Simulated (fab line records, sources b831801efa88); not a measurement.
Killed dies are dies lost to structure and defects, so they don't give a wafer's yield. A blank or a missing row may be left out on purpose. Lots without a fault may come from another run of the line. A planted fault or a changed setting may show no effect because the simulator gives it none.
A struck lot beside a sound one | flow gf180mcu | 18 steps out of a route of 602
Sound: wafers L265.1, L265.3, L265.4. Struck: wafers L267.2, L267.3, L267.6. The cause comes at the end.
At each step with rows: each side's tool, then ch and its chambers, then its first start. Under that, the readings that differ: sound wafers | struck wafers | difference of the means | sigmas: that difference in standard deviations of wafers without a fault.
alike: readings whose means differ by less than 2 such deviations, and words and numbers that are the same on both sides. not compared: withheld readings, readings that some wafer has no value for, bounds like >300 that may hide the same value, and numbers for which the record gives no deviation and whose values overlap.
The two part at a step that has a row with sigmas, a row that says differs or no value, or rows on one side only. Numbers that don't overlap but have no deviation are shown without sigmas and don't part them. A reading that every wafer of one side lacks parts them only if that side has two wafers or more.

first, 3 steps without rows for these wafers: GF_HV_LDD_EXPOSE_04 (exposes mask Nplus LV AREA, target cd 400 nm); GF_HV_LDD_PEB_05; GF_HV_LDD_DEVELOP_06 (develop time 57.53 s).
GF_HV_LDD_CD_MEAS_07: target cd 400 nm.
  sound on cd_sem-01, day 14 04:44; struck on cd_sem-01, day 15 00:36
  reading    | sound             | struck            | difference | sigmas
  cd_nm (nm) | 402.1 403.7 400.4 | 396.6 397.0 396.8 | -5.3       | -2
GF_HV_LDD_OVL_MEAS_08:
  sound on overlay-01, day 14 04:51; struck on overlay-01, day 15 00:43
  alike: HV_LDD_OVL
then, 1 step without rows for these wafers: GF_HV_LDD_IMPLANT_09.
GF_HV_LDD_STRIP_10: strips in O2/N2.
  sound on plasma_asher-03 ch 0,1, day 14 05:37; struck on plasma_asher-03 ch 0,1, day 15 00:53
  alike: drypump_motor_current_A, heater_power_w, n2_flow_sccm, oes_product_au, platen_temp_c, strip_time_to_endpoint_s
  not compared: rf_hours_counter_h
GF_HV_LDD_TW_MEAS_11:
  sound on film_metro-03, day 14 05:43; struck on film_metro-03, day 15 01:00
  alike: HV_LDD_TW
then, 4 steps without rows for these wafers: GF_HV_LDD_DEHYDRATE_12 (time 60 s); GF_HV_LDD_HMDS_13 (prime time 60 s); GF_HV_LDD_COAT_14 (resist thk 1000 nm); GF_HV_LDD_SOFTBAKE_15 (time 60 s).
GF_HV_LDD_EXPOSE_16: exposes mask Pplus LV AREA, target cd 400 nm.
  sound on iline_stepper-01 ch 0, day 14 15:47; struck on iline_stepper-02 ch 0, day 15 10:49
  reading              | sound                | struck               | difference | sigmas
  exposure_dose_mJ_cm2 | 139.97 139.90 140.04 | 131.59 131.47 131.50 | -8.45      | -60
  alike: mask, focus_offset_nm
then, 1 step without rows for these wafers: GF_HV_LDD_PEB_17.
GF_HV_LDD_DEVELOP_18: develop time 60 s.
  sound on litho_track-04 ch 0, day 15 01:49; struck on litho_track-04 ch 0, day 15 20:53
  reading                 | sound             | struck            | difference | sigmas
  model.HV_LDD.cd_nm (nm) | 403.4 404.8 404.1 | 383.6 382.4 383.3 | -21.0      |
  alike: exhaust_pa
GF_HV_LDD_CD_MEAS_19: target cd 400 nm.
  sound on cd_sem-01, day 15 01:58; struck on cd_sem-02, day 15 21:02
  reading    | sound             | struck            | difference | sigmas
  cd_nm (nm) | 403.1 405.0 404.0 | 383.0 382.3 383.6 | -21.1      | -8
GF_HV_LDD_OVL_MEAS_20:
  sound on overlay-01, day 15 02:05; struck on overlay-01, day 15 21:08
  alike: HV_LDD_01_OVL
-- the record jumps here: 18 days lie between the struck wafers' starts before and after (it left off in module HV_LDD and takes up again in module PASSIVATION, whose first step shown is number 602 of the route) --
GF_PASSIVATION_PROBE_99:
  the record has rows for the struck wafers here (prober-01, day 33 11:31) and none for the sound ones

WHERE THEY PART
First at GF_HV_LDD_CD_MEAS_07; last, within this record, at GF_PASSIVATION_PROBE_99.

WHY: what the simulator had put in
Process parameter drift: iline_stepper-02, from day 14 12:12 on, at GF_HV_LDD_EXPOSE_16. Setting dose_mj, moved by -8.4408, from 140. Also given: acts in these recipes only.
